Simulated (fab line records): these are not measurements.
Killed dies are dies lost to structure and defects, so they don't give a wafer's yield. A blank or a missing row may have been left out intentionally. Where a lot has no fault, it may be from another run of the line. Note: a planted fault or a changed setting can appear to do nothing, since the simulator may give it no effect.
A lot that was struck, set against a sound lot + flow sky130 + 21 steps out of a route of 708
Sound: the wafers L301.1, L301.2, L301.5. The struck wafers were L305.1, L305.4, L305.6. The cause is named last.
Order at every step that has rows: each side's tool, ch and its chambers, its first start. Under that, the readings that differ: sound wafers + struck wafers + difference of the means + sigmas: that difference in standard deviations of wafers without a fault.
alike: readings whose means differ by less than 2 such deviations, and words and numbers that are the same on both sides. not compared: withheld readings, readings that some wafer has no value for, bounds like >300 that may hide the same value, and numbers for which the record gives no deviation and whose values overlap.
A row with sigmas, a row that says differs or no value, or rows on one side alone: a step with any of these is where the two part. Numbers that don't overlap but have no deviation are shown without sigmas and don't part them. Lack of a reading on every wafer of one side parts them only where that side has two or more wafers.

SKY_POLY_GATE_CD_MEAS_22:
  sound on cd_sem-02, day 16 13:25; struck on cd_sem-02, day 18 15:28
  alike: cd_nm
then, 7 steps without rows for these wafers: SKY_LDD_N_DEHYDRATE_00 (time 60 s); SKY_LDD_N_HMDS_01 (prime time 60 s); SKY_LDD_N_COAT_02 (resist thk 300 nm); SKY_LDD_N_SOFTBAKE_03 (time 60 s); SKY_LDD_N_EXPOSE_04 (exposes mask NTM, target cd 840 nm); SKY_LDD_N_PEB_05; SKY_LDD_N_DEVELOP_06 (develop time 60 s).
SKY_LDD_N_OVL_MEAS_07:
  sound on overlay-01, day 17 17:52; struck on overlay-02, day 19 22:22
  alike: LDD_N_OVL
then, 3 steps without rows for these wafers: SKY_LDD_N_IMPLANT_08; SKY_LDD_N_IMPLANT_09; SKY_LDD_N_IMPLANT_10.
SKY_LDD_N_IMPLANT_11:
  sound on implanter-02 ch 0, day 17 18:21; struck on implanter-02 ch 0, day 19 22:51
| reading            | sound                         | struck                           | difference  | sigmas      |
|--------------------|-------------------------------|----------------------------------|-------------|-------------|
| beam_on_s (s)      | 10.06 9.84 10.07              | 33.39 33.33 34.22                | +23.66      | +99 or more |
| dose_ions_cm2      | 7.504e+13 7.518e+13 7.503e+13 | 3.0358e+14 3.0359e+14 3.0369e+14 | +2.2854e+14 | +99 or more |
| faraday_current_uA | 420 430 421                   | 512 514 500                      | +85         | +10         |
  alike: beam_energy_keV
then, 4 steps without rows for these wafers: SKY_LDD_N_IMPLANT_12; SKY_LDD_N_IMPLANT_13; SKY_LDD_N_IMPLANT_14; SKY_LDD_N_IMPLANT_15.
SKY_LDD_N_STRIP_16: strips in O2/N2.
  sound on plasma_asher-02 ch 0,1, day 17 19:06; struck on plasma_asher-01 ch 0,1, day 19 23:36
| reading                      | sound             | struck            | difference | sigmas |
|------------------------------|-------------------|-------------------|------------|--------|
| strip_time_to_endpoint_s (s) | 4.309 4.308 4.283 | 4.897 4.913 4.910 | +0.607     | +34    |
  alike: drypump_motor_current_A, o2_flow_sccm, oes_product_au
  not compared: rf_hours_counter_h
SKY_LDD_N_TW_MEAS_17:
  sound on film_metro-01, day 17 19:12; struck on film_metro-03, day 19 23:42
| reading  | sound          | struck         | difference | sigmas |
|----------|----------------|----------------|------------|--------|
| LDD_N_TW | 2597 2593 2585 | 2826 2826 2837 | +238       | +14    |
then, 1 step without rows for these wafers: SKY_LDD_P_DEHYDRATE_00 (time 60 s).
-- the record jumps here: 27 days lie between the struck wafers' starts before and after (it left off in module LDD_P and takes up again in module PAD_OPEN, whose first step shown is number 708 of the route) --
SKY_PAD_OPEN_PROBE_99:
  sound on prober-01, day 45 15:49; struck on prober-01, day 47 08:11
| reading                                   | sound             | struck            | difference | sigmas |
|-------------------------------------------|-------------------|-------------------|------------|--------|
| killed_at_M4_up                           | 3 6 6             | 1 0 2             | -4         | -2     |
| model.etest.tip_n.rs_ohm_sq               | 443.6 446.7 445.8 | 326.6 326.6 324.7 | -119.4     |        |
| model.etest.nfet_01v8.r_on_ohm_um         | 843.6 865.4 865.5 | 788.8 792.4 776.3 | -72.3      |        |
| model.etest.nfet_01v8_lvt.drive_ua_um     | 553.1 539.4 542.8 | 608.1 598.9 617.7 | +63.1      |        |
| model.etest.nfet_01v8_turned.drive_ua_um  | 484.3 469.9 476.4 | 536.8 528.6 543.2 | +59.3      |        |
| model.etest.nfet_01v8.drive_ua_um         | 487.2 473.4 474.2 | 534.9 526.6 543.9 | +56.9      |        |
| model.etest.sram_nfet_pass.drive_ua_um    | 494.4 472.5 474.4 | 530.9 512.2 525.2 | +42.3      |        |
| model.etest.nfet_01v8_swapped.drive_ua_um | 486.4 469.6 475.7 | 526.3 521.8 534.5 | +50.3      |        |
  alike: killed_at_M0_to_M3, killed_at_contacts, killed_at_front_end, killed_at_other, killed_dies, killed_open, killed_short
  not compared: model.etest.sram_nfet_pass.off_log10_a_um

== WHERE THEY PART ==
At SKY_LDD_N_IMPLANT_11 first; at SKY_PAD_OPEN_PROBE_99 last (within this record only).

WHY: what had been put in by the simulator
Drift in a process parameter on implanter-02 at SKY_LDD_N_IMPLANT_11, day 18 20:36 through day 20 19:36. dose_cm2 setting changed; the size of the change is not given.
